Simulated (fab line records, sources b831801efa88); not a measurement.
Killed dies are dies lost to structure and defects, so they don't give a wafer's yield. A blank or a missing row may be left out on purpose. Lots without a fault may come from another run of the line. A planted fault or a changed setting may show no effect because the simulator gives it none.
A struck lot beside a sound one | flow sky130 | 15 steps out of a route of 708
Sound: wafers L693.2, L693.4, L693.5. Struck: wafers L690.2, L690.3, L690.4. The cause comes at the end.
At each step with rows: each side's tool, then ch and its chambers, then its first start. Under that, the readings that differ: sound wafers | struck wafers | difference of the means | sigmas: that difference in standard deviations of wafers without a fault.
alike: readings whose means differ by less than 2 such deviations, and words and numbers that are the same on both sides. not compared: withheld readings, readings that some wafer has no value for, bounds like >300 that may hide the same value, and numbers for which the record gives no deviation and whose values overlap.
The two part at a step that has a row with sigmas, a row that says differs or no value, or rows on one side only. Numbers that don't overlap but have no deviation are shown without sigmas and don't part them. A reading that every wafer of one side lacks parts them only if that side has two wafers or more.

SKY_VIA1_ETCH_14: etches BARC in N2/H2, stops on SiO2, time 45.9 s, target depth 60 nm.
  sound on rie_diel-01 ch 1,2, day 41 06:40; struck on rie_diel-02 ch 1,2,3, day 39 21:10
  alike: drypump_motor_current_A, n2_flow_sccm, oes_product_au, rf_fwd_power_W, throttle_valve_pct
  not compared: rf_hours_counter_h
then, 6 steps without rows for these wafers: SKY_VIA1_ETCH_15 (etches SiO2 in C4F8/O2/Ar, stops on TiN, target depth 351 nm, time 54 s); SKY_VIA1_STRIP_16 (strips in O2/N2); SKY_VIA1_STRIP_17 (strips in post etch residue remover, time 1200 s); SKY_VIA1_CLEAN_18 (cleans in IPA, time 180 s); SKY_VIA1_CLEAN_19 (cleans in O3/DIW); SKY_VIA1_SPUTTER_20 (material TiN, target thk 20 nm, time 80 s).
SKY_VIA1_CVD_21: deposits W, target thk 270 nm, time 80.902 s.
  sound on cvd_w-01 ch 0,1, day 41 07:25; struck on cvd_w-01 ch 0,1, day 39 21:55
  alike: heater_power_w
SKY_VIA1_RS_MEAS_22: measures by four-point-probe.
  sound on film_metro-01, day 41 07:32; struck on film_metro-04, day 39 22:01
  alike: VIA1_W_RS
SKY_VIA1_THK_MEAS_23: measures by xrf.
  sound on film_metro-01, day 41 07:38; struck on film_metro-04, day 39 22:08
  alike: VIA1_W_THK
SKY_VIA1_CMP_24: polishes, stops on SiO2, t overpolish 15 s, target thk 0 nm.
  sound on cmp-01 ch 0,3, day 41 07:44; struck on cmp-02 ch 0,2,3, day 39 22:11
  alike: motor_current_A, overpolish_run_s, platen_rpm, retaining_ring_pressure_frac, time_to_endpoint_s
SKY_METAL2_SPUTTER_00: material Ti, target thk 15 nm, time 10 s.
  sound on pvd_sputter-01, day 41 07:59; struck on pvd_sputter-04, day 39 22:29
  alike: cathode_dc_power_W, chamber_pressure_pa, throttle_valve_pct
SKY_METAL2_SPUTTER_01: material TiN, target thk 20 nm, time 16.7 s.
  sound on pvd_sputter-01, day 41 08:01; struck on pvd_sputter-04, day 39 22:31
  no value came back on the struck wafers for cathode_dc_power_W (W), chamber_pressure_pa (Pa), throttle_valve_pct (%); on the sound wafers cathode_dc_power_W (W) reads 6499.2 6500.8 6500.2
SKY_METAL2_SPUTTER_02: material AlCu, target thk 250 nm, time 13.3 s.
  sound on pvd_sputter-01, day 41 08:02; struck on pvd_sputter-04, day 39 22:32
  alike: cathode_dc_power_W, chamber_pressure_pa, throttle_valve_pct
-- the record jumps here: 10 days lie between the struck wafers' starts before and after (it left off in module METAL2 and takes up again in module PAD_OPEN, whose first step shown is number 708 of the route) --
SKY_PAD_OPEN_PROBE_99:
  sound on prober-02, day 50 23:54; struck on prober-02, day 50 03:37
  reading                      | sound                | struck               | difference | sigmas
  model.etest.met2.line_ohm_um | 0.9042 0.9337 0.91   | 1.052 1.039 1.026    | +0.123     |
  model.etest.met2.rs_ohm_sq   | 0.1295 0.1312 0.1297 | 0.1462 0.1483 0.1469 | +0.0170    |
  alike: defect_limited_yield, killed_at_M0_to_M3, killed_at_M4_up, killed_at_contacts, killed_at_front_end, killed_at_other, killed_dies, killed_open, killed_short, sort_bin_3_pad_short, sort_bin_5_function, sort_bin_6_memory, sort_n_pass, sort_yield_pct

WHERE THEY PART
Only at SKY_METAL2_SPUTTER_01, within this record. Later steps at which nothing parts them and some readings are alike: SKY_METAL2_SPUTTER_02, SKY_PAD_OPEN_PROBE_99.

WHY: what the simulator had put in
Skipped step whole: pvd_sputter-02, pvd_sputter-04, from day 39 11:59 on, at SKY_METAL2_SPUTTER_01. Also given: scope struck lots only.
